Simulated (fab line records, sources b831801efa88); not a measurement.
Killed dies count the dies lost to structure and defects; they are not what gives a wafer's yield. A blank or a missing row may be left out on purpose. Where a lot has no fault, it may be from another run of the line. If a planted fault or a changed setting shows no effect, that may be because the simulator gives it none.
fab line records | flow sky130
record: lots: 24 wafers: 72 last_day: 50
route steps=708 shown VT_ADJUST_NCORE@127 LI_CONTACT@384 CONTACT@409 METAL1@436
lots that met no fault: from a run of the same line without faults
start_h: hours from the record's first day to the start of the lot's first wafer shown | wait_h: hours from the lot's prior step to this one | " same as the row above | L1.1+2: one row covering several wafers at once | - no value, or no start given | * or withheld: withheld | < > ~ a bound
route shown NAME@n: names a module that has steps shown in the file, with the first one's number in the route | usual: mean and standard deviation over wafers with no fault | same: alike in all rows | chamber/n: place in a boat | sites: readings site by site | _std_site: the values' standard deviation | _edge_site: outer sites' mean less inner sites' | radius_mm: for every site, how far away it sits from the centre of the wafer | mask NAME#n: copy n | behind: the most recent tool/chamber to have shaped the wafer | hold: the reason the lot was held/the length of the hold in hours/how it ended | device: the transistor (n, p or np) that didn't switch | end of line: the tests these same wafers got at the end of their route | a step without rows: its recipe alone | killed: at the first sort, the dies lost to defects and structure; wafer yield is something else | map: a wafer's dies, x killed, . not, _ none there
set.NAME: the run value of the setting; set.NAME@STEP: its run value at that earlier step | model.NAME: the simulator's own value behind a step, which no gauge read
steps of the route over a sample of lots; a table a step, a row a wafer
services: when a tool's chamber went out of use (start_h, in hours from the record's first day, below 0 if earlier), for how many hours, and the reason
== steps ==
step: SKY_VT_ADJUST_NCORE_OVL_MEAS_08
usual: VT_ADJUST_NCORE_OVL: 0.6/1.4
columns lot.wafer tool chamber start_h wait_h VT_ADJUST_NCORE_OVL[nm]
L074.1 overlay-02 - 182.19 0.1 -0.4
L074.2 " - " " -0.9
L074.3 " - " " 0.3
L075.3 overlay-01 - 191.20 0.1 -0.3
L075.4 " - " " -1.2
L075.5 " - " " -0.7
L076.1 overlay-02 - 198.13 0.1 -0.5
L076.2 " - " " -0.3
L076.4 " - " " -0.5
L077.4 overlay-02 - 206.66 0.1 0.2
L077.5 " - " " 0.5
L077.6 " - " " -0.1
L078.1 overlay-02 - 213.88 0.1 0.3
L078.2 " - " " 2.0
L078.4 " - " " 0.1
L079.2 overlay-02 - 224.54 0.1 -0.1
L079.4 " - " " -0.8
L079.6 " - " " -0.5
L080.1 overlay-01 - 225.99 0.1 2.8
L080.3 " - " " 0.2
L080.4 " - " " 1.9
L081.2 overlay-02 - 236.34 0.1 -0.5
L081.5 " - " " -0.6
L081.6 " - " " 0.6
L082.2 overlay-01 - 240.93 0.1 1.7
L082.3 " - " " 2.1
L082.6 " - " " 3.6
L083.1 overlay-01 - 243.73 0.1 -1.1
L083.4 " - " " -0.7
L083.5 " - " " -0.7
L084.1 overlay-01 - 252.53 0.1 2.7
L084.4 " - " " 0.7
L084.6 " - " " 2.8
L085.1 overlay-01 - 262.68 0.1 1.3
L085.3 " - " " 0.2
L085.6 " - " " 0.5
L086.2 overlay-01 - 270.94 0.1 2.2
L086.5 " - " " 1.1
L086.6 " - " " 0.6
L087.2 overlay-02 - 275.23 0.1 -0.4
L087.4 " - " " -2.1
L087.5 " - " " -0.9
L088.1 overlay-02 - 282.48 0.1 0.4
L088.3 " - " " 0.1
L088.4 " - " " 0.8
L089.2 overlay-02 - 287.93 0.1 1.8
L089.3 " - " " 1.0
L089.4 " - " " 1.8
L090.3 overlay-01 - 297.25 0.1 0.5
L090.5 " - " " 1.7
L090.6 " - " " 1.8
L091.2 overlay-02 - 305.64 0.1 -1.8
L091.4 " - " " -1.8
L091.5 " - " " -0.9
L092.1 overlay-02 - 312.48 0.1 1.4
L092.2 " - " " 1.9
L092.4 " - " " 0.8
L093.2 overlay-01 - 315.78 0.1 1.4
L093.3 " - " " 0.9
L093.5 " - " " 0.0
L094.1 overlay-02 - 326.48 0.1 0.4
L094.2 " - " " 0.7
L094.6 " - " " -0.7
L095.1 overlay-01 - 331.01 0.1 0.9
L095.2 " - " " 0.6
L095.3 " - " " -0.2
L096.3 overlay-01 - 336.37 0.1 3.6
L096.4 " - " " 3.6
L096.5 " - " " 3.6
L097.3 overlay-01 - 347.20 0.1 0.0
L097.4 " - " " 0.9
L097.5 " - " " 0.7
step: SKY_LI_CONTACT_RS_MEAS_22
recipe: thk_meas_gauge: four-point-probe reads: W_of_LI_CONTACT_CVD_21+TiN_of_LI_CONTACT_SPUTTER_20+Ti_of_LI_CONTACT_SPUTTER_19
usual: LI_CONTACT_W_RS: 0.2832/0.0027
columns lot.wafer tool chamber start_h wait_h LI_CONTACT_W_RS[ohm/sq]
L074.1 film_metro-01 - 677.86 0.1 0.2796
L074.2 " - " " 0.2850
L074.3 " - " " 0.2807
L075.3 film_metro-02 - 700.76 0.1 0.2803
L075.4 " - " " 0.2836
L075.5 " - " " 0.2848
L076.1 film_metro-04 - 705.39 0.1 0.2832
L076.2 " - " " 0.2865
L076.4 " - " " 0.2850
L077.4 film_metro-01 - 708.42 0.1 0.2835
L077.5 " - " " 0.2849
L077.6 " - " " 0.2823
L078.1 film_metro-01 - 717.71 0.1 0.2819
L078.2 " - " " 0.2810
L078.4 " - " " 0.2798
L079.2 film_metro-02 - 728.37 0.1 0.2849
L079.4 " - " " 0.2872
L079.6 " - " " 0.2869
L080.1 film_metro-02 - 731.11 0.1 0.2760
L080.3 " - " " 0.2803
L080.4 " - " " 0.2786
L081.2 film_metro-04 - 742.48 0.1 0.2841
L081.5 " - " " 0.2892
L081.6 " - " " 0.2854
L082.2 film_metro-04 - 755.04 0.1 0.2851
L082.3 " - " " 0.2864
L082.6 " - " " 0.2814
L083.1 film_metro-01 - 756.01 0.1 0.2835
L083.4 " - " " 0.2848
L083.5 " - " " 0.2876
L084.1 film_metro-02 - 765.16 0.1 0.2821
L084.4 " - " " 0.2773
L084.6 " - " " 0.2844
L085.1 film_metro-01 - 774.61 0.1 0.2845
L085.3 " - " " 0.2847
L085.6 " - " " 0.2867
L086.2 film_metro-01 - 782.48 0.1 0.2858
L086.5 " - " " 0.2859
L086.6 " - " " 0.2853
L087.2 film_metro-02 - 787.09 0.1 0.2811
L087.4 " - " " 0.2833
L087.5 " - " " 0.2818
L088.1 film_metro-04 - 795.07 0.1 0.2825
L088.3 " - " " 0.2871
L088.4 " - " " 0.2813
L089.2 film_metro-02 - 807.35 0.2 0.2813
L089.3 " - " " 0.2827
L089.4 " - " " 0.2847
L090.3 film_metro-01 - 811.35 0.1 0.2812
L090.5 " - " " 0.2879
L090.6 " - " " 0.2808
L091.2 film_metro-01 - 816.70 0.2 0.2800
L091.4 " - " " 0.2827
L091.5 " - " " 0.2792
L092.1 film_metro-04 - 821.80 0.2 0.2836
L092.2 " - " " 0.2775
L092.4 " - " " 0.2800
L093.2 film_metro-01 - 825.92 0.1 0.2902
L093.3 " - " " 0.2834
L093.5 " - " " 0.2832
L094.1 film_metro-04 - 832.67 0.1 0.2835
L094.2 " - " " 0.2888
L094.6 " - " " 0.2870
L095.1 film_metro-01 - 840.06 0.1 0.2838
L095.2 " - " " 0.2853
L095.3 " - " " 0.2865
L096.3 film_metro-02 - 844.80 0.1 0.2814
L096.4 " - " " 0.2849
L096.5 " - " " 0.2823
L097.3 film_metro-02 - 853.55 0.1 0.2815
L097.4 " - " " 0.2792
L097.5 " - " " 0.2819
step: SKY_CONTACT_THK_MEAS_03
recipe: reads: SiO2_of_CONTACT_HDPCVD_02
usual: CONTACT_HDPCVD_THK: 564/6.6
columns lot.wafer tool chamber start_h wait_h CONTACT_HDPCVD_THK[nm]
L074.1 film_metro-01 - 707.99 0.0 552
L074.2 " - " " 564
L074.3 " - " " 549
L075.3 film_metro-04 - 729.26 0.1 559
L075.4 " - " " 555
L075.5 " - " " 561
L076.1 film_metro-04 - 734.89 0.0 572
L076.2 " - " " 568
L076.4 " - " " 570
L077.4 film_metro-04 - 737.81 0.0 571
L077.5 " - " " 568
L077.6 " - " " 561
L078.1 film_metro-03 - 746.29 0.0 563
L078.2 " - " " 574
L078.4 " - " " 563
L079.2 film_metro-03 - 756.55 0.0 568
L079.4 " - " " 565
L079.6 " - " " 564
L080.1 film_metro-03 - 759.59 0.0 569
L080.3 " - " " 558
L080.4 " - " " 571
L081.2 film_metro-01 - 770.57 0.0 567
L081.5 " - " " 562
L081.6 " - " " 568
L082.2 film_metro-04 - 783.30 0.0 566
L082.3 " - " " 555
L082.6 " - " " 549
L083.1 film_metro-04 - 784.34 0.0 567
L083.4 " - " " 558
L083.5 " - " " 563
L084.1 film_metro-03 - 792.95 0.0 557
L084.4 " - " " 559
L084.6 " - " " 570
L085.1 film_metro-01 - 802.66 0.0 580
L085.3 " - " " 569
L085.6 " - " " 579
L086.2 film_metro-04 - 810.26 0.0 567
L086.5 " - " " 563
L086.6 " - " " 568
L087.2 film_metro-03 - 815.07 0.0 570
L087.4 " - " " 567
L087.5 " - " " 575
L088.1 film_metro-04 - 823.09 0.0 563
L088.3 " - " " 571
L088.4 " - " " 559
L089.2 film_metro-01 - 835.58 0.0 559
L089.3 " - " " 557
L089.4 " - " " 570
L090.3 film_metro-04 - 839.30 0.1 558
L090.5 " - " " 564
L090.6 " - " " 563
L091.2 film_metro-04 - 843.95 0.0 558
L091.4 " - " " 554
L091.5 " - " " 564
L092.1 film_metro-04 - 849.28 0.0 569
L092.2 " - " " 568
L092.4 " - " " 576
L093.2 film_metro-01 - 853.16 0.0 567
L093.3 " - " " 568
L093.5 " - " " 562
L094.1 film_metro-03 - 860.39 0.0 574
L094.2 " - " " 552
L094.6 " - " " 566
L095.1 film_metro-03 - 867.38 0.0 558
L095.2 " - " " 560
L095.3 " - " " 564
L096.3 film_metro-01 - 871.75 0.1 557
L096.4 " - " " 558
L096.5 " - " " 562
L097.3 film_metro-03 - 881.45 0.1 567
L097.4 " - " " 572
L097.5 " - " " 566
step: SKY_CONTACT_ETCH_18
recipe: target: Si3N4 chemistry: CHF3/O2 stop_on: TiN source_w: 600 bias_w: 200 pressure_mtorr: 40 chf3_flow_sccm: 50 O2_flow_sccm: 5 time_s: 39 target_depth_a: 750
usual: drypump_motor_current_A: 5.8/0.36 oes_product_au: 0.854/0.0077 throttle_valve_pct: 8.793/0.0098
columns lot.wafer tool chamber start_h wait_h drypump_motor_current_A oes_product_au rf_hours_counter_h throttle_valve_pct
L074.1 rie_diel-04 1 - - 5.6 0.852 5 8.774
L074.2 " 2 " " 6.0 0.864 21 8.797
L074.3 " 1 " " 5.6 0.858 - 8.791
L075.3 rie_diel-02 3 - - 5.5 0.860 10 8.812
L075.4 " 0 " " 5.1 0.854 10 8.799
L075.5 " 3 " " 5.5 0.859 - 8.796
L076.1 rie_diel-01 1 - - 5.5 0.861 43 8.780
L076.2 " 3 " " 6.0 0.854 19 8.778
L076.4 " 0 " " 6.0 0.866 27 8.802
L077.4 rie_diel-02 1 - - 6.3 0.854 14 8.796
L077.5 " 0 " " 5.1 0.850 - 8.776
L077.6 " 3 " " 5.5 0.868 - 8.798
L078.1 rie_diel-04 2 - - 6.0 0.842 22 8.796
L078.2 " 1 " " 5.6 0.847 6 8.804
L078.4 " 0 " " 5.9 0.859 17 8.789
L079.2 rie_diel-01 3 - - 6.0 0.841 20 8.802
L079.4 " 1 " " 5.5 0.862 0 8.787
L079.6 " 2 " " 5.6 0.857 - 8.796
L080.1 rie_diel-02 1 - - 6.3 0.857 14 8.799
L080.3 " 0 " " 5.1 0.852 11 8.801
L080.4 " 3 " " 5.5 0.856 11 8.776
L081.2 rie_diel-04 1 - - 5.6 0.852 7 8.798
L081.5 " 1 " " 5.6 0.856 - 8.787
L081.6 " 3 " " 6.2 0.859 - 8.792
L082.2 rie_diel-02 2 - - 6.4 0.836 20 8.779
L082.3 " 1 " " 6.3 0.843 15 8.794
L082.6 " 3 " " 5.5 0.851 - 8.783
L083.1 rie_diel-02 1 - - 6.3 0.845 15 8.795
L083.4 " 0 " " 5.1 0.859 12 8.795
L083.5 " 1 " " 6.3 0.858 - 8.778
L084.1 rie_diel-01 0 - - 5.9 0.855 28 8.792
L084.4 " 2 " " 5.6 0.870 - 8.817
L084.6 " 0 " " 6.0 0.858 - 8.791
L085.1 rie_diel-04 1 - - 5.6 0.849 8 8.795
L085.3 " 0 " " 5.9 0.856 19 8.801
L085.6 " 2 " " 6.0 0.868 - 8.804
L086.2 rie_diel-01 3 - - 6.0 0.854 21 8.777
L086.5 " 1 " " 5.5 0.853 - 8.781
L086.6 " 2 " " 5.6 0.858 - 8.798
L087.2 rie_diel-02 1 - - 6.3 0.853 16 8.803
L087.4 " 0 " " 5.1 0.863 13 8.807
L087.5 " 3 " " 5.5 0.864 - 8.798
L088.1 rie_diel-01 1 - - 5.5 0.830 2 8.779
L088.3 " 2 " " 5.6 0.845 5 8.781
L088.4 " 3 " " 6.0 0.850 - 8.794
L089.2 rie_diel-04 0 - - 5.9 0.855 20 8.795
L089.3 " 2 " " 6.0 0.847 25 8.798
L089.4 " 1 " " 5.6 0.858 9 8.781
L090.3 rie_diel-02 2 - - 6.4 0.845 21 8.799
L090.5 " 2 " " 6.4 0.864 - 8.778
L090.6 " 1 " " 6.3 0.852 - 8.793
L091.2 rie_diel-04 0 - - 5.8 0.836 20 8.797
L091.4 " 3 " " 6.2 0.851 19 8.791
L091.5 " 2 " " 6.0 0.854 - 8.805
L092.1 rie_diel-04 0 - - 5.9 0.855 20 8.777
L092.2 " 3 " " 6.2 0.864 19 8.796
L092.4 " 1 " " 5.6 0.860 10 8.799
L093.2 rie_diel-01 3 - - 6.0 0.849 23 8.804
L093.3 " 0 " " 5.9 0.849 1 8.804
L093.5 " 3 " " 6.0 0.855 - 8.805
L094.1 rie_diel-01 2 - - 5.6 0.853 6 8.793
L094.2 " 1 " " 5.5 0.852 3 8.795
L094.6 " 3 " " 6.0 0.862 - 8.787
L095.1 rie_diel-01 0 - - 6.0 0.854 1 8.801
L095.2 " 2 " " 5.6 0.843 6 8.810
L095.3 " 1 " " 5.5 0.844 4 8.791
L096.3 rie_diel-04 3 - - 6.2 0.854 20 8.813
L096.4 " 0 " " 5.9 0.851 21 8.798
L096.5 " 2 " " 6.0 0.863 - 8.799
L097.3 rie_diel-01 1 - - 5.5 0.844 4 8.799
L097.4 " 3 " " 6.0 0.860 23 8.792
L097.5 " 1 " " 5.4 0.853 - 8.804
step: SKY_METAL1_SPUTTER_02
recipe: material: AlCu target_thk_nm: 250 power_w: 10600 time_s: 13.3 chamber_pressure_pa: 0.4
usual: throttle_valve_pct: 30.2/1
columns lot.wafer tool chamber start_h wait_h throttle_valve_pct
L074.1 pvd_sputter-04 - 737.46 0.0 31.5
L074.2 " - " " 29.2
L074.3 " - " " 30.2
L075.3 pvd_sputter-01 - 758.25 0.0 30.9
L075.4 " - " " 29.4
L075.5 " - " " 32.3
L076.1 pvd_sputter-01 - 764.75 0.0 29.5
L076.2 " - " " 30.0
L076.4 " - " " 32.1
L077.4 pvd_sputter-04 - 767.43 0.0 29.3
L077.5 " - " " 30.4
L077.6 " - " " 31.2
L078.1 pvd_sputter-02 - 775.35 0.0 28.7
L078.2 " - " " 29.0
L078.4 " - " " 28.9
L079.2 pvd_sputter-04 - 785.25 0.0 30.5
L079.4 " - " " 31.4
L079.6 " - " " 31.6
L080.1 pvd_sputter-04 - 788.45 0.0 29.5
L080.3 " - " " 30.1
L080.4 " - " " 31.4
L081.2 pvd_sputter-01 - 799.25 0.0 29.5
L081.5 " - " " 30.9
L081.6 " - " " 29.3
L082.2 pvd_sputter-04 - 812.31 0.0 30.5
L082.3 " - " " 29.6
L082.6 " - " " 31.6
L083.1 pvd_sputter-04 - 813.39 0.0 31.6
L083.4 " - " " 29.9
L083.5 " - " " 30.8
L084.1 pvd_sputter-01 - 820.93 0.0 32.0
L084.4 " - " " 29.3
L084.6 " - " " 29.9
L085.1 pvd_sputter-02 - 830.95 0.0 29.0
L085.3 " - " " 31.2
L085.6 " - " " 28.9
L086.2 pvd_sputter-02 - 837.87 0.0 31.1
L086.5 " - " " 29.3
L086.6 " - " " 28.8
L087.2 pvd_sputter-02 - 843.55 0.0 28.7
L087.4 " - " " 31.0
L087.5 " - " " 30.9
L088.1 pvd_sputter-02 - 850.75 0.0 29.0
L088.3 " - " " 29.3
L088.4 " - " " 31.1
L089.2 pvd_sputter-01 - 863.23 0.0 30.1
L089.3 " - " " 32.2
L089.4 " - " " 30.7
L090.3 pvd_sputter-04 - 866.70 0.0 30.7
L090.5 " - " " 31.4
L090.6 " - " " 30.6
L091.2 pvd_sputter-01 - 871.69 0.0 30.7
L091.4 " - " " 32.3
L091.5 " - " " 29.5
L092.1 pvd_sputter-01 - 876.98 0.0 30.0
L092.2 " - " " 29.1
L092.4 " - " " 31.0
L093.2 pvd_sputter-02 - 880.51 0.0 28.9
L093.3 " - " " 31.1
L093.5 " - " " 29.3
L094.1 pvd_sputter-04 - 888.34 0.0 29.4
L094.2 " - " " 31.5
L094.6 " - " " 29.3
L095.1 pvd_sputter-01 - 894.01 0.0 29.3
L095.2 " - " " 30.8
L095.3 " - " " 30.0
L096.3 pvd_sputter-01 - 899.16 0.0 30.6
L096.4 " - " " 31.9
L096.5 " - " " 29.9
L097.3 pvd_sputter-01 - 909.00 0.0 30.9
L097.4 " - " " 29.1
L097.5 " - " " 32.2
step: SKY_METAL1_SPUTTER_03
recipe: material: Ti target_thk_nm: 5 power_w: 3000 time_s: 3.3 chamber_pressure_pa: 0.4
usual: throttle_valve_pct: 30.3/1
columns lot.wafer tool chamber start_h wait_h throttle_valve_pct
L074.1 pvd_sputter-04 - 737.49 0.0 31.6
L074.2 " - " " 29.3
L074.3 " - " " 29.9
L075.3 pvd_sputter-01 - 758.27 0.0 30.9
L075.4 " - " " 29.3
L075.5 " - " " 32.3
L076.1 pvd_sputter-01 - 764.77 0.0 29.3
L076.2 " - " " 29.9
L076.4 " - " " 32.0
L077.4 pvd_sputter-04 - 767.46 0.0 28.8
L077.5 " - " " 30.8
L077.6 " - " " 31.6
L078.1 pvd_sputter-02 - 775.37 0.0 28.9
L078.2 " - " " 29.2
L078.4 " - " " 29.0
L079.2 pvd_sputter-04 - 785.27 0.0 30.8
L079.4 " - " " 31.6
L079.6 " - " " 31.7
L080.1 pvd_sputter-04 - 788.47 0.0 29.1
L080.3 " - " " 30.1
L080.4 " - " " 31.8
L081.2 pvd_sputter-01 - 799.27 0.0 29.3
L081.5 " - " " 30.7
L081.6 " - " " 29.3
L082.2 pvd_sputter-04 - 812.33 0.0 30.6
L082.3 " - " " 29.2
L082.6 " - " " 31.4
L083.1 pvd_sputter-04 - 813.42 0.0 31.8
L083.4 " - " " 30.0
L083.5 " - " " 30.7
L084.1 pvd_sputter-01 - 820.96 0.0 32.1
L084.4 " - " " 29.2
L084.6 " - " " 29.8
L085.1 pvd_sputter-02 - 830.97 0.0 28.7
L085.3 " - " " 31.1
L085.6 " - " " 28.9
L086.2 pvd_sputter-02 - 837.89 0.0 31.0
L086.5 " - " " 29.5
L086.6 " - " " 28.9
L087.2 pvd_sputter-02 - 843.57 0.0 29.1
L087.4 " - " " 31.1
L087.5 " - " " 31.2
L088.1 pvd_sputter-02 - 850.77 0.0 29.4
L088.3 " - " " 29.4
L088.4 " - " " 31.3
L089.2 pvd_sputter-01 - 863.25 0.0 29.7
L089.3 " - " " 32.2
L089.4 " - " " 31.0
L090.3 pvd_sputter-04 - 866.72 0.0 30.7
L090.5 " - " " 31.7
L090.6 " - " " 30.6
L091.2 pvd_sputter-01 - 871.71 0.0 30.9
L091.4 " - " " 32.1
L091.5 " - " " 29.5
L092.1 pvd_sputter-01 - 877.01 0.0 29.9
L092.2 " - " " 29.6
L092.4 " - " " 30.8
L093.2 pvd_sputter-02 - 880.53 0.0 28.9
L093.3 " - " " 30.9
L093.5 " - " " 29.2
L094.1 pvd_sputter-04 - 888.36 0.0 29.2
L094.2 " - " " 31.5
L094.6 " - " " 29.4
L095.1 pvd_sputter-01 - 894.03 0.0 29.1
L095.2 " - " " 30.7
L095.3 " - " " 29.9
L096.3 pvd_sputter-01 - 899.18 0.0 31.0
L096.4 " - " " 32.0
L096.5 " - " " 29.9
L097.3 pvd_sputter-01 - 909.02 0.0 31.0
L097.4 " - " " 29.4
L097.5 " - " " 32.3
== services ==
columns tool chamber start_h hours kind
rie_diel-04 0 722.37 15.5 repair
rie_diel-01 1 722.44 5.1 repair
pvd_sputter-02 - 726.70 21.0 repair
rie_diel-04 3 732.15 4.1 repair
rie_diel-02 1 740.17 2.5 repair
rie_diel-01 1 764.60 - clean
rie_diel-01 1 764.60 11.7 scheduled_down
rie_diel-01 1 764.60 11.7 vent_cycle
pvd_sputter-02 3 773.04 - consumable_replace:kit
pvd_sputter-02 3 773.04 18.0 scheduled_down
pvd_sputter-02 3 773.04 18.0 vent_cycle
rie_diel-04 2 797.40 1.9 repair
rie_diel-02 0 804.68 3.1 repair
pvd_sputter-04 - 805.26 3.7 repair
rie_diel-01 - 809.34 2.8 pm
rie_diel-04 - 809.46 2.8 pm
rie_diel-02 2 813.20 3.5 repair
rie_diel-01 3 818.62 7.5 repair
pvd_sputter-01 2 837.55 - consumable_replace:kit
pvd_sputter-01 2 837.55 18.0 scheduled_down
pvd_sputter-01 2 837.55 18.0 vent_cycle
rie_diel-04 0 837.84 7.5 repair
rie_diel-01 0 847.29 - clean
pvd_sputter-02 - 908.89 0.5 repair
== key ==
fault none
